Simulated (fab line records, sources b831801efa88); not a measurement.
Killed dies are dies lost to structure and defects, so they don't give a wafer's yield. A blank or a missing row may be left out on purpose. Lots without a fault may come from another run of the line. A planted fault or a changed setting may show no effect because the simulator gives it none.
A struck lot beside a sound one | flow sky130 | 17 steps out of a route of 708
Sound: wafers L829.1, L829.4, L829.5. Struck: wafers L837.1, L837.2, L837.6. The cause comes at the end.
At each step with rows: each side's tool, then ch and its chambers, then its first start. Under that, the readings that differ: sound wafers | struck wafers | difference of the means | sigmas: that difference in standard deviations of wafers without a fault.
alike: readings whose means differ by less than 2 such deviations, and words and numbers that are the same on both sides. not compared: withheld readings, readings that some wafer has no value for, bounds like >300 that may hide the same value, and numbers for which the record gives no deviation and whose values overlap.
The two part at a step that has a row with sigmas, a row that says differs or no value, or rows on one side only. Numbers that don't overlap but have no deviation are shown without sigmas and don't part them. A reading that every wafer of one side lacks parts them only if that side has two wafers or more.

first, 1 step without rows for these wafers: SKY_VT_ADJUST_LVTN_IMPLANT_19.
SKY_VT_ADJUST_LVTN_STRIP_20: strips in O2/N2.
  sound on plasma_asher-04 ch 0,1, day 10 06:55; struck on plasma_asher-04 ch 0,1, day 12 03:32
  alike: drypump_motor_current_A, oes_product_au, strip_time_to_endpoint_s
  not compared: rf_hours_counter_h
SKY_VT_ADJUST_LVTN_TW_MEAS_21:
  sound on film_metro-04, day 10 07:01; struck on film_metro-04, day 12 03:38
  alike: VT_ADJUST_LVTN_2_TW
then, 7 steps without rows for these wafers: SKY_VT_ADJUST_NCORE_DEHYDRATE_00 (time 59.08 s); SKY_VT_ADJUST_NCORE_HMDS_01 (prime time 60 s); SKY_VT_ADJUST_NCORE_COAT_02 (resist thk 1140 nm); SKY_VT_ADJUST_NCORE_SOFTBAKE_03 (time 60 s); SKY_VT_ADJUST_NCORE_EXPOSE_04 (exposes mask LVTN COMPLEMENT THIN, target cd 380 nm); SKY_VT_ADJUST_NCORE_PEB_05; SKY_VT_ADJUST_NCORE_DEVELOP_06 (develop time 60 s).
SKY_VT_ADJUST_NCORE_CD_MEAS_07: target cd 380 nm.
  sound on cd_sem-02, day 11 05:14; struck on cd_sem-02, day 13 03:56
  reading    | sound             | struck            | difference | sigmas
  cd_nm (nm) | 383.1 381.4 384.0 | 377.8 376.8 375.2 | -6.2       | -2
SKY_VT_ADJUST_NCORE_OVL_MEAS_08:
  sound on overlay-01, day 11 05:21; struck on overlay-01, day 13 04:03
  alike: VT_ADJUST_NCORE_OVL
SKY_VT_ADJUST_NCORE_IMPLANT_09:
  sound on implanter-03 ch 0, day 11 05:23; struck on implanter-04 ch 0, day 13 04:05
  reading                          | sound                     | struck                       | difference | sigmas
  beam_on_s (s)                    | 10.15 9.82 10.04          | 11.68 12.01 12.05            | +1.91      | +10
  end_station_pressure_torr (Torr) | 5.08e-06 4.78e-06 4.8e-06 | 9.82e-05 8.937e-05 9.525e-05 | +8.94e-05  | +99 or more
  faraday_current_uA               | 13.39 13.80 13.44         | 11.53 11.31 11.21            | -2.19      | -8
SKY_VT_ADJUST_NCORE_STRIP_10: strips in O2/N2.
  sound on plasma_asher-03 ch 1, day 11 05:32; struck on plasma_asher-02 ch 0,1, day 13 04:14
  alike: drypump_motor_current_A, oes_product_au, strip_time_to_endpoint_s
  not compared: rf_hours_counter_h
SKY_VT_ADJUST_NCORE_TW_MEAS_11:
  sound on film_metro-02, day 11 05:38; struck on film_metro-04, day 13 04:20
  reading            | sound             | struck            | difference | sigmas
  VT_ADJUST_NCORE_TW | 219.8 219.3 222.1 | 231.4 229.6 230.0 | +9.9       | +9
then, 1 step without rows for these wafers: SKY_VT_ADJUST_HVTR_DEHYDRATE_00 (time 60 s).
-- the record jumps here: 37 days lie between the struck wafers' starts before and after (it left off in module VT_ADJUST_HVTR and takes up again in module PAD_OPEN, whose first step shown is number 708 of the route) --
SKY_PAD_OPEN_PROBE_99:
  sound on prober-02, day 48 02:11; struck on prober-02, day 49 18:43
  reading                                    | sound                         | struck                        | difference | sigmas
  model.etest.nfet_16v.r_on_ohm_um           | 1.446e+04 1.467e+04 1.455e+04 | 1.518e+04 1.511e+04 1.516e+04 | +5.900e+02 |
  model.etest.pfet_g5v0d10v5.r_on_ohm_um     | 4787 4874 4870                | 4569 4578 4606                | -259       |
  model.etest.res_pwell_under_gate.rs_ohm_sq | 2298 2304 2285                | 2217 2222 2225                | -74        |
  model.etest.nfet_g5v0d10v5.r_on_ohm_um     | 1899 1931 1934                | 1950 1937 1942                | +22        |
  model.etest.tip_n_5v.rs_ohm_sq             | 1380 1382 1376                | 1415 1408 1420                | +35        |
  model.etest.nfet_g5v0d10v5.drive_ua_um     | 592.4 586.5 589.6             | 578.9 578.2 580.8             | -10.2      |
  model.etest.pfet_g5v0d10v5.drive_ua_um     | 337.8 330.3 330.4             | 355.5 359.5 357.3             | +24.6      |
  model.etest.pfet_16v.drive_ua_um           | 237.5 236 238.6               | 253.3 255.9 256.8             | +18.0      |
  alike: killed_at_M0_to_M3, killed_at_M4_up, killed_at_contacts, killed_at_front_end, killed_at_other, killed_dies, killed_open, killed_short

WHERE THEY PART
First at SKY_VT_ADJUST_NCORE_CD_MEAS_07; last, within this record, at SKY_VT_ADJUST_NCORE_TW_MEAS_11. Later steps at which nothing parts them and some readings are alike: SKY_PAD_OPEN_PROBE_99.

WHY: what the simulator had put in
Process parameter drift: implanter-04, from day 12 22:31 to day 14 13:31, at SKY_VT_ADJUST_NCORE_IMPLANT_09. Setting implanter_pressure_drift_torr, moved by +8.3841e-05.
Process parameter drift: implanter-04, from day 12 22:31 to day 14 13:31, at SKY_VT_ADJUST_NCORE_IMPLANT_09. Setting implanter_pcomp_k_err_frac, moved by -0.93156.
